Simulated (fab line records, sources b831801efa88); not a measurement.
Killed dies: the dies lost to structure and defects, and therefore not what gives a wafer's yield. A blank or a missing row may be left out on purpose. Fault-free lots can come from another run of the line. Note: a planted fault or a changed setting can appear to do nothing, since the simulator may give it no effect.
Matching of chambers	flow sfqLine	SFQ_TRILAYER_I0_CMP_CMP_028 on cmp-02: 4 sister chambers
The step polishes SiO2. 7 wafers are shown with their chamber, then 7 later ones without.

WAFERS PAIRED WITH THEIR CHAMBERS
wafer	chamber	motorCurrentA (A)	timeToEndpointS (s)
L510.2	2	10.4	209
L513.2	2	10.8	216
L513.3	1	14.3	217
L513.1	0	8.9	225
L514.1	3	10.0	217
L514.3	1	13.7	210
L518.1	3	9.9	215

WAFERS WITHOUT THEIR CHAMBER
wafer	motorCurrentA (A)	timeToEndpointS (s)
L518.3	9.1	206
L526.1	14.1	226
L526.3	9.2	217
L526.6	10.2	224
L529.2	8.7	211
L529.5	10.1	208
L529.6	13.9	227

CHAMBER TAKEN BY EACH
wafer	from the rows above	in truth
L518.3	can't be placed: 3 or 0 or 2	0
L526.1	1	1
L526.3	can't be placed: 0 or 3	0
L526.6	can't be placed: 3 or 2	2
L529.2	can't be placed: 0 or 3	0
L529.5	can't be placed: 3 or 2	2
L529.6	1	1
Correct placement for 2 of the 7. Can't be placed from these rows: 5 (the true chamber is among the candidates in 5). Number placed wrongly: 0.
How it was worked out, from the rows above alone: a wafer's distance from a chamber is the root of the sum, over the readings, of the square of ((its reading less the chamber's mean) divided by the reading's scatter). If the next closest chamber is less than 2 further off than the closest, the wafer can't be placed; otherwise it belongs to the closest. Each chamber's mean is taken over the wafers shown for it. The scatter: the root of (the sum of the squares of (reading less its chamber's mean) over the shown wafers, divided by (wafers less chambers)).
